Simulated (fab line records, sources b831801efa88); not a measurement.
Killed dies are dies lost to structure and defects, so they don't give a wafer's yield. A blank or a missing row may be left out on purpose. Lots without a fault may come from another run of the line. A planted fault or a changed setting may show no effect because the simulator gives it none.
Chamber matching | flow gf180mcu | GF_STI_CMP_25 on cmp-02: 4 sister chambers
The step polishes, stops on Si3N4, t overpolish 33 s, target thk 524.6 nm. 14 wafers are shown with their chamber, then 7 later ones without.

WAFERS WITH THEIR CHAMBER
wafer  | chamber | motor_current_A (A) | time_to_endpoint_s (s) | slurry_flow_ml_min
L517.3 | 1       | 12.2                | 112                    | 149.8
L517.4 | 0       | 12.7                | 120                    | 149.6
L517.5 | 1       | 12.2                | 112                    | 149.9
L519.1 | 3       | 11.0                | 120                    | 149.6
L519.2 | 1       | 12.3                | 113                    | 149.9
L519.6 | 3       | 11.6                | 118                    | 149.4
L522.1 | 3       | 11.8                | 114                    | 150.4
L522.3 | 2       | 13.7                | 116                    | 149.0
L522.4 | 1       | 11.7                | 112                    | 149.9
L525.1 | 3       | 11.0                | 116                    | 150.6
L525.2 | 1       | 12.0                | 114                    | 150.6
L525.4 | 2       | 13.9                | 116                    | 149.8
L526.1 | 0       | 12.9                | 119                    | 150.5
L526.3 | 2       | 13.7                | 117                    | 150.0

SIGNATURES (means of the wafers above)
reading            | chamber 0 | chamber 1 | chamber 2 | chamber 3 | scatter within a chamber
motor_current_A    | 12.800    | 12.080    | 13.767    | 11.350    | 0.28
time_to_endpoint_s | 119.50    | 112.60    | 116.33    | 117.00    | 1.56
slurry_flow_ml_min | 150.050   | 150.020   | 149.600   | 150.000   | 0.493
Rule: a wafer's distance from a chamber is the root of the sum, over the readings, of the square of ((its reading less the chamber's mean) divided by the reading's scatter). The wafer belongs to the nearest chamber; if the next one is less than 2 further off, it can't be placed. The scatter: the root of (the sum of the squares of (reading less its chamber's mean) over the shown wafers, divided by (wafers less chambers)).

WAFERS WITHOUT THEIR CHAMBER
wafer  | motor_current_A (A) | time_to_endpoint_s (s) | slurry_flow_ml_min
L526.6 | 12.5                | 121                    | 151.0
L534.3 | 11.8                | 115                    | 149.7
L534.5 | 13.3                | 125                    | 149.0
L534.6 | 10.9                | 121                    | 150.0
L536.3 | 12.6                | 132                    | 150.3
L536.6 | 12.2                | 130                    | 150.4
L537.5 | 11.8                | 121                    | 149.7

WHICH CHAMBER EACH WENT THROUGH
wafer  | from the rows above     | in truth
L526.6 | 0                       | 0
L534.3 | can't be placed: 1 or 3 | 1
L534.5 | can't be placed: 0 or 2 | 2
L534.6 | 3                       | 3
L536.3 | 0                       | 0
L536.6 | can't be placed: 0 or 3 | 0
L537.5 | can't be placed: 3 or 0 | 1
Placed correctly: 3 of 7. Can't be placed from these rows: 4 (the true chamber is among the candidates in 3). Placed wrongly: 0.
